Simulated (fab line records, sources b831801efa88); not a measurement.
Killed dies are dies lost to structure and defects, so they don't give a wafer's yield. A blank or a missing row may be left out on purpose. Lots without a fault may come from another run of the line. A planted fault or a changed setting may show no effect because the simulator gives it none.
Which tool did it? | flow sky130 | 6 lots, 18 wafers sampled, at 1 step of a route of 708

WHAT THE GAUGES READ, wafer by wafer
SKY_FIELD_ISO_BOW_MEAS_00.
lot  | measured    | on            | INCOMING_BOW (um)
L802 | day 1 20:00 | film_metro-03 | -10 -4 1
L806 | day 2 16:01 | film_metro-03 | -13 1 -8
L814 | day 4 08:00 | film_metro-03 | 2 0 -15
L816 | day 4 18:00 | film_metro-04 | 4 4 4
L818 | day 5 04:01 | film_metro-04 | -4 4 -11
L820 | day 5 14:00 | film_metro-03 | -4 8 -5

WHICH TOOL RAN EACH LOT (tool, then ch and the chambers of the sampled wafers, then the start)
The record holds no process step before these readings.

THE ANSWER, worked out from the rows above alone
Rule: what is usual is taken from the lots themselves. Put in order of their means at a reading, lots are off if they are a third of the lots or fewer, leave a main group of 4 or more, and stand apart from it by a gap of 3 or more times the standard deviation of the main group's means; of several such gaps the widest counts. A main group whose means are all the same, to the digits that the tables above print for the reading, isn't used. A lot without any number at a reading at which 4 lots or more have one is off too. The other lots that the step has rows for count as sound.
No lot is off at any reading shown: from this, nothing can be told.

WHAT THE SIMULATOR HAD PUT IN
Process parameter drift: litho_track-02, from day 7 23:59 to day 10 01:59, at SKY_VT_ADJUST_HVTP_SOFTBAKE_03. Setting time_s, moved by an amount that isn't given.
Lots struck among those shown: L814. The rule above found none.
